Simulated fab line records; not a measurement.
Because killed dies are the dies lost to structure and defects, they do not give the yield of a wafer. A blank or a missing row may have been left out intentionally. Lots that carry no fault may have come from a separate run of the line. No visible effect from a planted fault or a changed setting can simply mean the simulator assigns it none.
A single fault, viewed from 2 desks / flow gf180mcu / each desk holds nothing but its own numbers, with what lay behind them at the end

== AT THE TOOL OWNER'S DESK: hdpcvd-01 ==
The tool's own readings at GF_V3_CVD_00 (deposits SiO2, target thk 600 nm, time 100 s): means of the sampled wafers that have a number, for each lot that ran on this tool. Any lot whose mean is over 4 standard deviations away from the usual mean is out of limits and marked OUT; that distance is given in the brackets.
Columns: A = pressure mtorr at GF_V3_CVD_00, usual 5.999 mTorr; B = sih4 flow sccm at GF_V3_CVD_00, usual 60.03 sccm
lot=L546; first seen here=day 22 09:40; A=5.997; B=60.13
lot=L547; first seen here=day 22 15:55; A=5.989; B=60.04
lot=L548; first seen here=day 23 03:05; A=6.010; B=50.95 (-50) OUT
lot=L551; first seen here=day 24 09:16; A=6.010; B=51.01 (-50) OUT
lot=L558; first seen here=day 26 09:38; A=6.009; B=60.01
lot=L560; first seen here=day 27 05:23; A=6.006; B=60.14
lot=L562; first seen here=day 27 15:41; A=5.998; B=59.89
lot=L565; first seen here=day 28 15:59; A=5.994; B=59.95
lot=L566; first seen here=day 28 20:50; A=6.015; B=60.03
lot=L567; first seen here=day 29 04:01; A=6.004; B=60.01
This desk's finding: out of limits on L548, L551; first on L548, day 23 03:05 (sih4 flow sccm at GF_V3_CVD_00). L546, L547, L558, L560, L562, L565, L566, L567: within limits.

== AT THE METROLOGY DESK ==
What the gauges read, lot by lot, whatever tool the lot ran on: means of the sampled wafers that have a number. Any lot whose mean is over 4 standard deviations away from the usual mean is out of limits and marked OUT; that distance is given in the brackets.
Columns: A = cd nm at GF_M3_CD_MEAS_14, usual 280.6 nm; B = V3_CVD_00_THK at GF_V3_THK_MEAS_01, usual 598 nm
lot=L546; first seen here=day 22 08:51; A=279.8; B=598
lot=L547; first seen here=day 22 15:05; A=280.3; B=592
lot=L548; first seen here=day 23 02:13; A=280.5; B=514 (-15) OUT
lot=L551; first seen here=day 24 08:26; A=280.2; B=509 (-16) OUT
lot=L558; first seen here=day 26 08:51; A=281.5; B=603
lot=L560; first seen here=day 27 04:35; A=281.3; B=597
lot=L561; first seen here=day 27 11:38; A=281.5; B=602
lot=L562; first seen here=day 27 14:53; A=278.9; B=601
lot=L564; first seen here=day 28 05:49; A=280.4; B=602
lot=L565; first seen here=day 28 15:08; A=280.8; B=602
lot=L566; first seen here=day 28 20:04; A=281.0; B=588
lot=L567; first seen here=day 29 03:14; A=279.7; B=603
Finding of this desk: L548, L551 out of limits, first seen on L548 at day 23 03:10 (V3_CVD_00_THK at GF_V3_THK_MEAS_01). L546, L547, L558, L560, L561, L562, L564, L565, L566, L567: within limits.

== BROUGHT TOGETHER ==
The tool owner's desk could have raised an alarm at day 23 03:05, on L548, L551.
The metrology desk could have raised an alarm at day 23 03:10, on L548, L551.
GF_V3_CVD_00 was run on hdpcvd-01 by each of the lots named.

== WHAT THE SIMULATOR PUT IN ==
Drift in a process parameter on hdpcvd-01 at GF_V3_CVD_00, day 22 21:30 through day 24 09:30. Setting sih4 flow sccm, moved by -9, from 60. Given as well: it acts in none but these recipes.
Struck lots among those shown: L548, L551.
Fault start to first reading out of limits, in hours, per desk: tool owner, 6; metrology, 6.
